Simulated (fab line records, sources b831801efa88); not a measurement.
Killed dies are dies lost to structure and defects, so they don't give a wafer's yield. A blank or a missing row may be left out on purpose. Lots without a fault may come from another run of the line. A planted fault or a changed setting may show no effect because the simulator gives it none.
fab line records | flow sky130
record lots=6 wafers=18 last_day=50
route steps=708 shown VIA3@591 METAL4@598 CAP2M@603 PAD_OPEN@708
lots that met no fault: from a run of the same line without faults
start_h: hours from the record's first day to the start of the lot's first wafer shown | wait_h: hours since the lot's step before | " the same as in the row above | L1.1+2: a row that stands for several wafers | - no value, or no start given | * or withheld: withheld | < > ~ a bound
route shown NAME@n: a module of which the file shows steps, and the number in the route of the first | usual: mean/standard deviation of fault-free wafers | same: alike in all rows | chamber/n: place in a boat | sites: the reading at each site | _std_site: their standard deviation | _edge_site: outer sites' mean less inner sites' | radius_mm: how far each site lies from the wafer's centre | mask NAME#n: copy n | behind: the tool/chamber that last shaped the wafer | hold: why the lot was held/for how many hours/how that ended | device: the transistor (n, p or np) that didn't switch | end of line: the same wafers' tests at the end of the route | a step without rows: its recipe alone | killed: dies lost to structure and defects at the first sort, not the wafer's yield | map: a wafer's dies, x killed, . not, _ none there
set.NAME: the setting as run; set.NAME@STEP: as run at that earlier step | model.NAME: the simulator's own value behind a step, which no gauge read
lots at some steps of the route; a table a step, a row a wafer
services: from which hour (start_h, from the record's first day; less than 0 if before it) a tool's chamber was out of use, for how many hours, and why
## steps
# step SKY_VIA3_CLEAN_18
# recipe chemistry=IPA time_s=180 temp_c=25
# step SKY_VIA3_CLEAN_19
# recipe chemistry=O3/DIW dry=n2_spin
# step SKY_VIA3_SPUTTER_20
# recipe material=TiN target_thk_nm=20 chamber_pressure_pa=5 power_w=4000 time_s=80
# step SKY_VIA3_CVD_21
# recipe material=W target_thk_nm=390 time_s=117.31 temp_c=400 pressure_torr=40
# step SKY_VIA3_RS_MEAS_22
# recipe thk_meas_gauge=four-point-probe reads=W_of_VIA3_CVD_21+TiN_of_VIA3_SPUTTER_20
# usual VIA3_W_RS=0.294/0.0038
# columns lot.wafer tool chamber start_h wait_h VIA3_W_RS[ohm/sq]
L722.2 film_metro-02 - 941.65 0.1 0.289
L722.3 " - " " 0.288
L722.5 " - " " 0.291
L723.1 film_metro-03 - 944.20 0.1 0.298
L723.3 " - " " 0.299
L723.6 " - " " 0.302
L732.3 film_metro-03 - 1007.60 0.1 0.300
L732.5 " - " " 0.294
L732.6 " - " " 0.299
L742.1 film_metro-02 - 1061.99 0.1 0.296
L742.4 " - " " 0.299
L742.5 " - " " 0.295
L744.1 film_metro-02 - 1079.35 0.1 0.291
L744.3 " - " " 0.293
L744.5 " - " " 0.297
L745.1 film_metro-01 - 1083.21 0.1 0.298
L745.2 " - " " 0.295
L745.4 " - " " 0.295
# step SKY_VIA3_THK_MEAS_23
# recipe thk_meas_gauge=xrf reads=W_of_VIA3_CVD_21
# usual VIA3_W_THK=388/6.8
# columns lot.wafer tool chamber start_h wait_h VIA3_W_THK[nm]
L722.2 film_metro-02 - 941.76 0.1 390
L722.3 " - " " 391
L722.5 " - " " 387
L723.1 film_metro-03 - 944.32 0.1 385
L723.3 " - " " 389
L723.6 " - " " 383
L732.3 film_metro-03 - 1007.70 0.1 384
L732.5 " - " " 394
L732.6 " - " " 383
L742.1 film_metro-02 - 1062.11 0.1 383
L742.4 " - " " 380
L742.5 " - " " 382
L744.1 film_metro-02 - 1079.47 0.1 389
L744.3 " - " " 387
L744.5 " - " " 383
L745.1 film_metro-01 - 1083.33 0.1 385
L745.2 " - " " 389
L745.4 " - " " 386
# step SKY_VIA3_CMP_24
# recipe stop_on=SiO2 t_overpolish_s=20 down_force_psi=3.5 platen_rpm=60 target_thk_nm=0 pad_velocity_m_s=0.94248
# usual motor_current_A=10.7/1.1 overpolish_run_s=20.001/0.0082 time_to_endpoint_s=93/3.8
# columns lot.wafer tool chamber start_h wait_h motor_current_A overpolish_run_s time_to_endpoint_s
L722.2 cmp-01 1 941.86 0.1 11.8 20.002 93
L722.3 " 2 " " 11.1 19.998 90
L722.5 " 1 " " 11.5 20.005 92
L723.1 cmp-02 0 944.38 0.1 9.3 19.989 92
L723.3 " 1 " " 9.8 20.001 89
L723.6 " 1 " " 10.3 19.997 91
L732.3 cmp-02 0 1007.84 0.1 8.7 19.996 86
L732.6 " 2 " " 11.9 19.994 84
L732.5 " 3 " " 10.4 20.005 95
L742.1 cmp-02 3 1062.27 0.1 9.9 20.012 98
L742.4 " 0 " " 9.4 20.004 88
L742.5 " 2 " " 11.4 20.003 92
L744.1 cmp-01 2 1079.58 0.1 11.0 19.987 94
L744.3 " 0 " " 9.2 20.015 95
L744.5 " 2 " " 12.0 20.012 91
L745.1 cmp-02 2 1083.39 0.1 11.1 19.999 89
L745.2 " 3 " " 9.5 20.006 96
L745.4 " 1 " " 10.2 19.999 97
# step SKY_METAL4_SPUTTER_00
# recipe material=Ti target_thk_nm=15 power_w=3000 time_s=10 chamber_pressure_pa=0.4
# usual cathode_dc_power_W=3000.0/0.59 throttle_valve_pct=30.0/1.2
# columns lot.wafer tool chamber start_h wait_h cathode_dc_power_W throttle_valve_pct
L722.2 pvd_sputter-04 - 942.11 0.2 3000.8 31.2
L722.3 " - " " 3000.7 30.3
L722.5 " - " " 2999.2 30.1
L723.1 pvd_sputter-04 - 944.68 0.2 3000.1 30.1
L723.3 " - " " 3000.1 32.9
L723.6 " - " " 3000.3 29.9
L732.3 pvd_sputter-02 - 1008.04 0.1 3000.2 29.1
L732.5 " - " " 2999.5 30.0
L732.6 " - " " 2999.5 30.2
L742.1 pvd_sputter-01 - 1062.47 0.1 2999.6 29.9
L742.4 " - " " 3000.0 28.7
L742.5 " - " " 3001.1 28.9
L744.1 pvd_sputter-04 - 1079.83 0.2 3000.4 33.1
L744.3 " - " " 3000.8 30.2
L744.5 " - " " 3000.5 31.0
L745.1 pvd_sputter-04 - 1083.69 0.2 2999.2 30.2
L745.2 " - " " 3000.3 33.0
L745.4 " - " " 3000.2 31.2
# step SKY_METAL4_SPUTTER_01
# recipe material=TiN target_thk_nm=20 power_w=6500 time_s=16.7 chamber_pressure_pa=0.4
# step SKY_METAL4_SPUTTER_02
# recipe material=AlCu target_thk_nm=735 power_w=10600 time_s=39.1 chamber_pressure_pa=0.4
# step SKY_METAL4_SPUTTER_03
# recipe material=Ti target_thk_nm=5 power_w=3000 time_s=3.3 chamber_pressure_pa=0.4
# step SKY_METAL4_SPUTTER_04
# recipe material=TiN target_thk_nm=70 power_w=6500 time_s=58.3 chamber_pressure_pa=0.4
# step SKY_CAP2M_CVD_00
# recipe material=SiO2 target_thk_nm=15.5 temp_c=400 time_s=withheld rf_w=450
# usual heater_power_w=756/78
# columns lot.wafer tool chamber start_h wait_h heater_power_w
L722.2 pecvd-02 1 942.26 0.0 774
L722.3 " 2 " " 871
L722.5 " 0 " " 634
L723.1 pecvd-03 2 944.84 0.0 671
L723.3 " 1 " " 703
L723.6 " 2 " " 678
L732.3 pecvd-01 1 1008.20 0.0 823
L732.5 " 2 " " 777
L732.6 " 0 " " 865
L742.1 pecvd-03 0 1062.63 0.0 670
L742.4 " 0 " " 674
L742.5 " 0 " " 665
L744.1 pecvd-03 1 1080.00 0.0 797
L744.3 " 2 " " 713
L744.5 " 1 " " 810
L745.1 pecvd-02 2 1083.87 0.0 721
L745.2 " 0 " " 706
L745.4 " 0 " " 712
# step SKY_CAP2M_THK_MEAS_01
# recipe reads=SiO2_of_CAP2M_CVD_00
# usual CAP2M_CVD_00_THK=15.37/0.19
# columns lot.wafer tool chamber start_h wait_h CAP2M_CVD_00_THK[nm]
L722.2 film_metro-03 - 942.29 - 15.12
L722.3 " - " " 15.20
L722.5 " - " " 15.40
L723.1 film_metro-04 - 944.86 - 15.31
L723.3 " - " " 15.32
L723.6 " - " " 15.66
L732.3 film_metro-02 - 1008.24 - 15.19
L732.5 " - " " 15.64
L732.6 " - " " 15.21
L742.1 film_metro-04 - 1062.66 - 12.49
L742.4 " - " " 12.94
L742.5 " - " " 13.01
L744.1 film_metro-03 - 1080.02 - 12.92
L744.3 " - " " 13.03
L744.5 " - " " 13.43
L745.1 film_metro-03 - 1083.89 - 15.21
L745.2 " - " " 15.19
L745.4 " - " " 15.37
# step SKY_CAP2M_SPUTTER_02
# recipe material=TiN target_thk_nm=200 temp_c=300 power_w=6500 time_s=166.7 chamber_pressure_pa=0.4
# usual cathode_dc_power_W=6499.9/1.2 throttle_valve_pct=30.3/1
# columns lot.wafer tool chamber start_h wait_h cathode_dc_power_W throttle_valve_pct
L722.2 pvd_sputter-02 - 942.34 0.0 6499.0 30.0
L722.3 " - " " 6500.5 29.2
L722.5 " - " " 6501.6 30.1
L723.1 pvd_sputter-02 - 944.92 0.1 6501.0 29.7
L723.3 " - " " 6501.0 30.8
L723.6 " - " " 6499.7 29.0
L732.3 pvd_sputter-01 - 1008.28 0.0 6499.0 29.8
L732.5 " - " " 6498.1 30.5
L732.6 " - " " 6500.4 29.1
L742.1 pvd_sputter-02 - 1062.72 0.1 6499.9 30.0
L742.4 " - " " 6497.5 29.8
L742.5 " - " " 6498.5 30.2
L744.1 pvd_sputter-01 - 1080.08 0.1 6499.1 29.0
L744.3 " - " " 6501.4 29.8
L744.5 " - " " 6499.9 29.1
L745.1 pvd_sputter-02 - 1083.95 0.1 6501.9 29.3
L745.2 " - " " 6501.6 30.4
L745.4 " - " " 6500.8 30.4
# step SKY_CAP2M_RS_MEAS_03
# recipe thk_meas_gauge=four-point-probe reads=TiN_of_CAP2M_SPUTTER_02
# usual CAP2M_TIN_RS=6.92/0.081
# columns lot.wafer tool chamber start_h wait_h CAP2M_TIN_RS[ohm/sq]
L722.2 film_metro-02 - 942.47 0.1 6.93
L722.3 " - " " 6.96
L722.5 " - " " 6.88
L723.1 film_metro-03 - 945.03 0.1 7.05
L723.3 " - " " 7.09
L723.6 " - " " 7.10
L732.3 film_metro-03 - 1008.43 0.1 6.92
L732.5 " - " " 6.91
L732.6 " - " " 6.97
L742.1 film_metro-02 - 1062.83 0.1 7.00
L742.4 " - " " 7.11
L742.5 " - " " 7.15
L744.1 film_metro-02 - 1080.19 0.1 6.91
L744.3 " - " " 6.86
L744.5 " - " " 6.86
L745.1 film_metro-03 - 1084.06 0.1 6.93
L745.2 " - " " 6.97
L745.4 " - " " 6.94
# step SKY_CAP2M_THK_MEAS_04
# recipe thk_meas_gauge=xrf reads=TiN_of_CAP2M_SPUTTER_02
# usual CAP2M_TIN_THK=203.7/2.9
# columns lot.wafer tool chamber start_h wait_h CAP2M_TIN_THK[nm]
L722.2 film_metro-02 - 942.58 0.1 204.5
L722.3 " - " " 203.4
L722.5 " - " " 206.1
L723.1 film_metro-03 - 945.15 0.1 198.8
L723.3 " - " " 197.4
L723.6 " - " " 196.7
L732.3 film_metro-03 - 1008.53 0.1 202.6
L732.5 " - " " 202.9
L732.6 " - " " 200.8
L742.1 film_metro-02 - 1062.95 0.1 202.2
L742.4 " - " " 199.3
L742.5 " - " " 197.5
L744.1 film_metro-02 - 1080.31 0.1 206.0
L744.3 " - " " 206.9
L744.5 " - " " 206.7
L745.1 film_metro-03 - 1084.18 0.1 200.9
L745.2 " - " " 200.6
L745.4 " - " " 200.9
# step SKY_CAP2M_DEHYDRATE_05
# recipe temp_c=200 time_s=60
# step SKY_CAP2M_HMDS_06
# recipe prime_time_s=60 prime_temp_c=120
# step SKY_CAP2M_COAT_07
# recipe resist=NOVOLAK spin_rpm=3000 resist_thk_nm=1140
# step SKY_CAP2M_SOFTBAKE_08
# recipe temp_c=90 time_s=60 resist=NOVOLAK
# step SKY_CAP2M_EXPOSE_09
# recipe mask_id=CAP2M na=0.6 source_shape=conventional sigma_outer=0.6 polarization=unpolarized target_cd_nm=1000 dose_mj=159
# step SKY_CAP2M_PEB_10
# recipe temp_c=withheld time_s=* resist=NOVOLAK
# step SKY_CAP2M_DEVELOP_11
# recipe resist=NOVOLAK developer=TMAH develop_time_s=60 dev_temp_c=23
# step SKY_CAP2M_OVL_MEAS_12
# usual CAP2M_OVL=-0.4/1.1
# columns lot.wafer tool chamber start_h wait_h CAP2M_OVL[nm]
L722.2 overlay-01 - 966.10 0.1 0.7
L722.3 " - " " 0.3
L722.5 " - " " -0.1
L723.1 overlay-01 - 969.24 0.1 0.6
L723.3 " - " " -0.7
L723.6 " - " " 0.0
L732.3 overlay-02 - 1031.14 0.1 -2.0
L732.5 " - " " -0.2
L732.6 " - " " -0.4
L742.1 overlay-01 - 1084.09 0.1 1.6
L742.4 " - " " -2.0
L742.5 " - " " -1.7
L744.1 overlay-02 - 1101.03 0.1 -1.0
L744.3 " - " " 0.0
L744.5 " - " " -0.5
L745.1 overlay-01 - 1104.46 0.1 -1.8
L745.2 " - " " 0.0
L745.4 " - " " -0.2
# step SKY_CAP2M_METAL_ETCH_13
# recipe target_depth_nm=220 stop_on=SiO2 chemistry=Cl2/BCl3 target=TiN pressure_mtorr=10 icp_w=900 bias_w=48.5 Cl2_flow_sccm=60 bcl3_flow_sccm=30 time_s=62.9
# step SKY_CAP2M_STRIP_14
# recipe chemistry=O2/N2 power_w=1400 pressure_mtorr=1500 platen_temp_c=withheld o2_flow_sccm=3000 n2_flow_sccm=300 overash_fraction=0.5
# usual drypump_motor_current_A=5.5/0.42 oes_product_au=0.711/0.0043 strip_time_to_endpoint_s=12.65/0.038
# columns lot.wafer tool chamber start_h wait_h drypump_motor_current_A oes_product_au rf_hours_counter_h strip_time_to_endpoint_s
L722.2 plasma_asher-04 0 966.21 0.1 5.5 0.705 87 12.63
L722.3 " 1 " " 4.9 0.704 - 12.63
L722.5 " 1 " " 4.9 0.704 - 12.60
L723.1 plasma_asher-04 0 969.36 0.1 5.5 0.704 87 12.64
L723.3 " 1 " " 4.9 0.707 - 12.66
L723.6 " 0 " " 5.5 0.712 - 12.68
L732.3 plasma_asher-02 1 1031.27 0.1 5.9 0.707 - 12.64
L732.5 " 1 " " 5.9 0.708 - 12.63
L732.6 " 0 " " 5.2 0.709 - 12.63
L742.1 plasma_asher-04 0 1084.21 0.1 5.5 0.704 98 12.56
L742.4 " 0 " " 5.5 0.709 - 12.59
L742.5 " 0 " " 5.5 0.714 - 12.63
L744.1 plasma_asher-02 0 1101.14 0.1 5.2 0.705 68 12.68
L744.3 " 1 " " 5.8 0.709 - 12.68
L744.5 " 0 " " 5.2 0.708 - 12.68
L745.1 plasma_asher-03 1 1104.58 0.1 6.2 0.705 4 12.70
L745.2 " 0 " " 5.3 0.707 4 12.68
L745.4 " 1 " " 6.2 0.709 - 12.69
# step SKY_CAP2M_STRIP_15
# recipe chemistry=post_etch_residue_remover time_s=1200 temp_c=72.5
# step SKY_CAP2M_CLEAN_16
# recipe chemistry=IPA time_s=180 temp_c=25
# step SKY_CAP2M_CLEAN_17
# recipe chemistry=O3/DIW dry=n2_spin
# step SKY_METAL4_DEHYDRATE_05
# recipe temp_c=200 time_s=60
# step SKY_METAL4_HMDS_06
# recipe prime_time_s=60 prime_temp_c=120
# step SKY_METAL4_COAT_07
# recipe resist=BARC temp_c=withheld time_s=withheld spin_rpm=3000 resist_thk_nm=60
# step SKY_METAL4_COAT_08
# recipe resist=KrF-thick spin_rpm=3000 resist_thk_nm=1140
# step SKY_METAL4_SOFTBAKE_09
# recipe temp_c=100 time_s=90 resist=KrF-thick
# step SKY_METAL4_EXPOSE_10
# recipe mask_id=MM4 na=0.68 source_shape=annular sigma_inner=0.4 sigma_outer=0.8 target_cd_nm=300 dose_mj=28
# step SKY_METAL4_PEB_11
# recipe peb_temp_c=withheld peb_time_s=withheld resist=KrF-thick
# step SKY_METAL4_DEVELOP_12
# recipe develop_time_s=60 resist=KrF-thick dev_temp_c=21
# step SKY_METAL4_CD_MEAS_13
# recipe target_cd_nm=300
# usual cd_nm=299.6/1.4
# columns lot.wafer tool chamber start_h wait_h cd_nm
L722.2 cd_sem-02 - 990.41 - 299.5
L722.3 " - " " 300.1
L722.5 " - " " 298.7
L723.1 cd_sem-02 - 993.33 - 301.5
L723.3 " - " " 300.2
L723.6 " - " " 300.4
L732.3 cd_sem-01 - 1054.18 - 301.2
L732.5 " - " " 302.4
L732.6 " - " " 301.7
L742.1 cd_sem-01 - 1105.18 - 298.6
L742.4 " - " " 298.9
L742.5 " - " " 298.6
L744.1 cd_sem-02 - 1121.09 - 299.3
L744.3 " - " " 300.3
L744.5 " - " " 299.1
L745.1 cd_sem-01 - 1125.20 - 299.4
L745.2 " - " " 299.0
L745.4 " - " " 300.5
# step SKY_METAL4_OVL_MEAS_14
# usual METAL4_OVL=3/6.3
# columns lot.wafer tool chamber start_h wait_h METAL4_OVL[nm]
L722.2 overlay-01 - 990.52 0.1 2
L722.3 " - " " 3
L722.5 " - " " -6
L723.1 overlay-02 - 993.45 0.1 -9
L723.3 " - " " 5
L723.6 " - " " -4
L732.3 overlay-02 - 1054.28 0.1 9
L732.5 " - " " 9
L732.6 " - " " 4
L742.1 overlay-02 - 1105.30 0.1 -3
L742.4 " - " " -16
L742.5 " - " " -12
L744.1 overlay-02 - 1121.21 0.1 -2
L744.3 " - " " -1
L744.5 " - " " -3
L745.1 overlay-02 - 1125.33 0.1 0
L745.2 " - " " 5
L745.4 " - " " 5
# step SKY_METAL4_DESCUM_15
# recipe chemistry=O2 source_power_w=150 bias_power_w=0 pressure_mtorr=10 temp_c=40 time_s=8
# step SKY_METAL4_ETCH_16
# recipe chemistry=N2/H2 target=BARC ion_energy_ev=200 bias_w=100 pressure_mtorr=30 n2_flow_sccm=100 h2_flow_sccm=200 icp_w=500 stop_on=SiO2 time_s=88.2 target_depth_a=600
# usual drypump_motor_current_A=5.9/0.56 he_backside_leak_sccm=3.45/0.28 oes_product_au=0.625/0.0046 throttle_valve_pct=13.205/0.0089
# columns lot.wafer tool chamber start_h wait_h drypump_motor_current_A he_backside_leak_sccm oes_product_au rf_hours_counter_h throttle_valve_pct
L722.2 rie_metal-04 1 990.58 0.0 6.0 3.23 0.620 15 13.219
L722.3 " 0 " " 6.5 3.45 0.622 - 13.200
L722.5 " 1 " " 6.1 3.20 0.627 - 13.212
L723.1 rie_metal-04 1 993.52 0.0 6.0 3.29 0.624 15 13.203
L723.3 " 1 " " 6.1 3.45 0.624 - 13.208
L723.6 " 0 " " 6.6 3.63 0.628 - 13.198
L732.3 rie_metal-03 1 1054.36 0.0 5.4 3.54 0.629 - 13.225
L732.5 " 0 " " 4.9 3.65 0.615 - 13.212
L732.6 " 1 " " 5.4 3.54 0.628 - 13.214
L742.1 rie_metal-02 1 1105.40 0.1 5.8 3.58 0.625 14 13.213
L742.4 " 1 " " 5.8 3.61 0.626 - 13.201
L742.5 " 1 " " 5.8 3.45 0.621 - 13.218
L744.1 rie_metal-03 0 1121.28 0.0 4.9 3.81 0.632 14 13.198
L744.3 " 1 " " 5.4 3.55 0.632 - 13.204
L744.5 " 0 " " 4.9 3.57 0.623 - 13.213
L745.1 rie_metal-03 1 1125.40 0.0 5.4 3.83 0.623 20 13.202
L745.2 " 0 " " 4.9 3.89 0.621 14 13.214
L745.4 " 1 " " 5.4 3.66 0.629 - 13.204
# step SKY_METAL4_ETCH_17
# recipe target=SiO2 stop_on=TiN chemistry=C4F8/O2/Ar source_w=1500 bias_w=1200 pressure_mtorr=40 c4f8_flow_sccm=withheld O2_flow_sccm=6 Ar_flow_sccm=300 time_s=3.9 target_depth_a=150
# usual oes_product_au=0.751/0.0069
# columns lot.wafer tool chamber start_h wait_h oes_product_au
L722.2 rie_diel-04 1 990.68 0.1 0.745
L722.3 " 2 " " 0.745
L722.5 " 2 " " 0.750
L723.1 rie_diel-03 2 993.61 0.1 0.750
L723.3 " 1 " " 0.748
L723.6 " 2 " " 0.759
L732.3 rie_diel-04 2 1054.43 0.0 0.743
L732.5 " 3 " " 0.756
L732.6 " 0 " " 0.748
L742.1 rie_diel-03 1 1105.59 0.2 0.687
L742.4 " 0 " " 0.699
L742.5 " 3 " " 0.698
L744.1 rie_diel-02 3 1121.38 0.1 0.697
L744.3 " 0 " " 0.692
L744.5 " 1 " " 0.704
L745.1 rie_diel-02 3 1125.50 0.1 0.748
L745.2 " 2 " " 0.742
L745.4 " 1 " " 0.747
# step SKY_PAD_OPEN_PROBE_99
# usual defect_limited_yield=82.5/2.1 killed_at_M0_to_M3=44/7.3 killed_at_M4_up=3.4/1.8 killed_at_contacts=24/5.8 killed_at_front_end=15/4.9 killed_at_other=0.4/0.63 killed_dies=86/11 killed_open=47/8 killed_short=39/6.5
# same gross_dies=492 killed_at_back_side=0
# columns lot.wafer tool chamber start_h wait_h defect_limited_yield[%] killed_at_M0_to_M3 killed_at_M4_up killed_at_contacts killed_at_front_end killed_at_other killed_dies killed_open killed_short model.etest.tester.sort_n_pass model.etest.tester.sort_bin_5_pct model.etest.tester.sort_yield_pct model.etest.cap_mim2.c_ff_um2_rim_less_centre model.etest.tester.sort_bin_8_pct model.etest.tester.sort_bin_4_pct
L722.2 prober-01 - 1084.36 0.1 79.7 57 1 19 21 2 100 60 38 392 11.99 79.67 0.005922 0 0
L722.3 prober-01 - 1084.41 0.2 83.7 43 2 17 17 1 80 46 33 412 10.16 83.74 -0.002256 0 0
L722.5 prober-01 - 1084.51 0.2 82.9 50 2 25 7 0 84 43 40 408 9.553 82.93 -0.02563 0 0
L723.1 prober-02 - 1089.17 0.1 85.0 50 2 12 10 0 74 47 27 418 10.37 84.96 -0.02531 0 0
L723.3 prober-02 - 1089.27 0.2 83.7 41 4 19 16 0 80 38 42 412 9.553 83.74 0.03266 0 0
L723.6 prober-02 - 1089.42 0.2 82.3 47 5 20 14 1 87 48 39 405 9.756 82.32 -0.01293 0 0
L732.3 prober-01 - 1142.19 0.2 79.9 35 8 30 26 0 99 52 46 393 10.57 79.88 -0.04574 0 0
L732.5 prober-01 - 1142.29 0.2 86.4 30 3 19 15 0 67 39 28 425 8.537 86.38 -0.003053 0 0
L732.6 prober-01 - 1142.34 0.2 86.0 35 3 15 16 0 69 32 37 423 8.333 85.98 -0.04567 0 0
L742.1 prober-01 - 1185.10 0.1 84.1 35 1 30 11 1 78 40 38 346 22.56 70.33 0.7691 5.619e-09 1.157e-11
L742.4 prober-01 - 1185.25 0.2 81.1 46 3 24 20 0 93 44 48 341 23.78 69.31 0.795 3.731e-11 0
L742.5 prober-01 - 1185.30 0.2 85.2 35 0 19 19 0 73 40 33 359 20.12 72.97 0.7617 1.302e-08 0
L744.1 prober-01 - 1197.44 0.1 80.7 51 6 26 12 0 95 53 40 344 19.92 69.92 0.8325 9.066e-10 0
L744.3 prober-01 - 1197.54 0.2 82.9 46 7 18 11 2 84 39 45 351 21.95 71.34 0.7579 3.258e-11 0
L744.5 prober-01 - 1197.64 0.2 85.2 34 5 26 7 1 73 41 29 377 17.89 76.63 0.7876 7.219e-13 4.26e-13
L745.1 prober-01 - 1200.56 0.1 82.7 34 5 27 19 0 85 39 46 407 10.16 82.72 -0.02224 0 0
L745.2 prober-01 - 1200.61 0.1 85.0 33 3 24 14 0 74 38 36 418 7.724 84.96 0.0072 0 0
L745.4 prober-01 - 1200.71 0.2 81.5 49 2 28 12 0 91 50 41 401 10.37 81.5 -0.0313 0 0
# killed by level:class
L722.2 VIA1:geometric_particle:open=11 CONTACT:geometric_particle:open=11 VIA3:geometric_particle:open=11 POLY_GATE:geometric_particle:short=6 VIA1:geometric_particle:short=6 VIA2:geometric_particle:open=6 POLY_GATE:geometric_particle:open=5 METAL1:geometric_particle:open=5
L722.3 VIA2:geometric_particle:open=9 VIA1:geometric_particle:open=9 LI_CONTACT:geometric_particle:open=8 METAL2:geometric_particle:short=5 POLY_GATE:geometric_particle:short=4 FIELD_ISO:geometric_particle:open=4 METAL1:geometric_particle:short=4 VIA1:geometric_particle:short=4
L722.5 VIA1:geometric_particle:open=10 CONTACT:geometric_particle:open=9 VIA2:geometric_particle:open=8 VIA2:geometric_particle:short=6 METAL1:geometric_particle:short=6 VIA3:geometric_particle:open=6 LI_CONTACT:geometric_particle:open=5 METAL2:geometric_particle:short=5
L723.1 VIA3:geometric_particle:open=9 CONTACT:geometric_particle:open=8 VIA2:geometric_particle:open=8 VIA1:geometric_particle:open=7 METAL2:geometric_particle:short=7 POLY_GATE:geometric_particle:open=4 METAL1:geometric_particle:short=4 LI_CONTACT:geometric_particle:open=3
L723.3 VIA1:geometric_particle:open=10 VIA2:geometric_particle:open=9 LI_CONTACT:geometric_particle:open=5 CONTACT:geometric_particle:short=5 POLY_GATE:geometric_particle:open=4 POLY_GATE:geometric_particle:short=4 VIA3:geometric_particle:short=4 LOCAL_INTERCONNECT:geometric_particle:short=4
L723.6 VIA1:geometric_particle:open=10 VIA3:geometric_particle:open=10 CONTACT:geometric_particle:short=8 CONTACT:geometric_particle:open=6 FIELD_ISO:geometric_particle:short=5 VIA2:geometric_particle:open=5 VIA3:geometric_particle:short=5 FIELD_ISO:geometric_particle:open=4
L732.3 CONTACT:geometric_particle:open=14 METAL2:geometric_particle:short=11 POLY_GATE:geometric_particle:open=8 VIA1:geometric_particle:open=8 FIELD_ISO:geometric_particle:short=6 POLY_GATE:geometric_particle:short=6 LI_CONTACT:geometric_particle:open=6 CONTACT:geometric_particle:short=6
L732.5 VIA3:geometric_particle:open=7 CONTACT:geometric_particle:open=6 FIELD_ISO:geometric_particle:open=5 POLY_GATE:geometric_particle:short=4 LI_CONTACT:geometric_particle:open=4 CONTACT:geometric_particle:short=4 VIA1:geometric_particle:open=4 METAL3:geometric_particle:short=4
L732.6 VIA1:geometric_particle:open=12 POLY_GATE:geometric_particle:short=7 VIA1:geometric_particle:short=5 CONTACT:geometric_particle:open=4 METAL1:geometric_particle:short=4 VIA2:geometric_particle:open=4 LOCAL_INTERCONNECT:geometric_particle:short=3 LI_CONTACT:geometric_particle:open=3
L742.1 CONTACT:geometric_particle:open=11 VIA1:geometric_particle:open=8 LOCAL_INTERCONNECT:geometric_particle:short=7 VIA3:geometric_particle:open=7 CONTACT:geometric_particle:short=6 LI_CONTACT:geometric_particle:open=5 METAL2:geometric_particle:short=4 FIELD_ISO:geometric_particle:open=3
L742.4 VIA2:geometric_particle:open=9 VIA1:geometric_particle:open=8 CONTACT:geometric_particle:short=7 FIELD_ISO:geometric_particle:short=6 FIELD_ISO:geometric_particle:open=5 LOCAL_INTERCONNECT:geometric_particle:short=5 LI_CONTACT:geometric_particle:open=5 VIA1:geometric_particle:short=5
L742.5 VIA1:geometric_particle:open=8 FIELD_ISO:geometric_particle:open=7 CONTACT:geometric_particle:open=7 VIA1:geometric_particle:short=7 LI_CONTACT:geometric_particle:open=6 FIELD_ISO:geometric_particle:short=4 VIA2:geometric_particle:open=4 POLY_GATE:geometric_particle:short=3
L744.1 CONTACT:geometric_particle:open=13 VIA2:geometric_particle:open=10 METAL2:geometric_particle:short=8 VIA1:geometric_particle:open=7 VIA3:geometric_particle:open=7 METAL3:geometric_particle:short=6 LI_CONTACT:geometric_particle:open=4 LOCAL_INTERCONNECT:geometric_particle:short=4
L744.3 VIA1:geometric_particle:open=16 CONTACT:geometric_particle:open=7 METAL2:geometric_particle:short=7 METAL3:geometric_particle:short=6 VIA1:geometric_particle:short=6 METAL4:geometric_particle:short=6 LOCAL_INTERCONNECT:geometric_particle:short=4 VIA2:geometric_particle:open=4
L744.5 CONTACT:geometric_particle:open=10 LI_CONTACT:geometric_particle:open=9 METAL1:geometric_particle:short=6 VIA1:geometric_particle:short=6 VIA1:geometric_particle:open=6 VIA2:geometric_particle:open=5 LOCAL_INTERCONNECT:geometric_particle:short=4 VIA3:geometric_particle:open=4
L745.1 LOCAL_INTERCONNECT:geometric_particle:short=8 VIA1:geometric_particle:open=7 CONTACT:geometric_particle:open=7 METAL1:geometric_particle:short=7 FIELD_ISO:geometric_particle:short=5 FIELD_ISO:geometric_particle:open=5 LI_CONTACT:geometric_particle:open=5 VIA1:geometric_particle:short=4
L745.2 METAL1:geometric_particle:short=9 LI_CONTACT:geometric_particle:open=8 CONTACT:geometric_particle:open=7 VIA1:geometric_particle:open=6 CONTACT:geometric_particle:short=5 FIELD_ISO:geometric_particle:open=4 FIELD_ISO:geometric_particle:short=3 SPACER:geometric_particle:open=3
L745.4 VIA1:geometric_particle:open=11 LI_CONTACT:geometric_particle:open=10 CONTACT:geometric_particle:open=9 VIA2:geometric_particle:open=7 VIA2:geometric_particle:short=6 VIA3:geometric_particle:short=6 VIA1:geometric_particle:short=5 LOCAL_INTERCONNECT:geometric_particle:short=4
## services
# columns tool chamber start_h hours kind
cmp-02 - 923.44 11.8 repair
pvd_sputter-01 - 944.64 1.7 repair
rie_diel-03 - 944.98 15.6 pm
plasma_asher-04 - 952.03 2.8 pm
plasma_asher-04 - 957.08 2.3 repair
pecvd-03 - 964.93 67.5 repair
cmp-02 - 967.84 20.3 repair
rie_diel-02 3 969.25 22.4 repair
plasma_asher-04 - 979.60 3.0 repair
cmp-01 - 992.94 3.9 pm
pecvd-03 0 1003.24 8.7 repair
pecvd-02 - 1005.24 0.9 repair
pvd_sputter-04 - 1009.03 2.0 repair
pecvd-02 - 1016.24 2.8 repair
pecvd-03 2 1016.55 26.1 repair
rie_diel-02 1 1027.32 4.2 repair
cmp-02 - 1056.39 1.4 repair
pecvd-03 - 1058.84 0.3 repair
cmp-02 - 1084.00 4.0 pm
rie_metal-03 - 1099.29 8.6 repair
cmp-02 - 1100.67 0.4 repair
pvd_sputter-02 - 1101.41 7.9 repair
cmp-02 - 1103.04 2.6 repair
pecvd-03 0 1115.68 4.3 repair
## key
first_sign step=SKY_CAP2M_THK_MEAS_01 reading=CAP2M_CVD_00_THK direction=down sigmas=12 usual=15.37 struck=12.97
effect step=SKY_METAL4_ETCH_17 reading=oes_product_au direction=down sigmas=7.9 usual=0.751 struck=0.696
model_effect step=SKY_PAD_OPEN_PROBE_99 value=etest.tester.sort_n_pass without=409.3 struck=353
met_at SKY_CAP2M_CVD_00
struck_wafers L742.1,L742.4,L742.5,L744.1,L744.3,L744.5
onset_between 944.84 1062.63
fault kind=site_profile_drift tool=pecvd-03 chamber=- onset_h=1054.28 steps=SKY_CAP2M_CVD_00 basis=fraction max_abs_drift=0.35198 slope_share_per_hr=78.217 site_pattern=0,0,0,0,0,-1,-1,-1,-1
